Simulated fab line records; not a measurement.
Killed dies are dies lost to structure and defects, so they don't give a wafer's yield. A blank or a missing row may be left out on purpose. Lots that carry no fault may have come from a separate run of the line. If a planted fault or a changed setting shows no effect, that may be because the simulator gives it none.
Matching of chambers    flow gf180mcu    4 sister chambers for GF_V4_CMP_04 on cmp-01
The step polishes SiO2. 8 wafers are shown with their chamber, then 7 later ones without.

== WAFERS, EACH WITH ITS CHAMBER ==
wafer   chamber  motor current A (A)  edge zone pressure frac
L891.1  0        10.7                 0.990
L894.2  0        10.4                 0.989
L894.3  1        14.6                 1.002
L900.1  2        10.5                 0.999
L900.2  3        12.9                 1.003
L900.3  1        13.6                 0.996
L901.2  2        10.0                 1.001
L901.5  3        13.3                 1.007

== WAFERS WITH NO CHAMBER GIVEN ==
wafer   motor current A (A)  edge zone pressure frac
L901.6  10.2                 1.003
L905.2  10.7                 1.001
L905.3  10.7                 1.006
L905.5  13.3                 1.003
L906.2  13.9                 1.002
L906.3  10.1                 1.003
L906.6  13.7                 1.007

== CHAMBER TAKEN BY EACH ==
wafer    from the rows above       in truth
L901.6   2                         2
L905.2   2                         2
L905.3   2                         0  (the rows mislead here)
L905.5   can't be placed: 3 or 1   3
L906.2   can't be placed: 1 or 3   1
L906.3   2                         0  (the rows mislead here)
L906.6   can't be placed: 3 or 1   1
2 of 7 placed correctly. Unplaceable from these rows: 3, with the true chamber sitting among the candidates in 3. 2 placed wrongly.
How it was worked out, from the rows above alone: a wafer's distance from a chamber is the root of the sum, over the readings, of the square of ((its reading less the chamber's mean) divided by the reading's scatter). If the next closest chamber is less than 2 further off than the closest, the wafer can't be placed; otherwise it belongs to the closest. The mean given for a chamber averages the wafers shown for that chamber. The scatter: take each reading less its chamber's mean, square it, sum over the shown wafers, divide by the number of wafers less the number of chambers, and take the root.
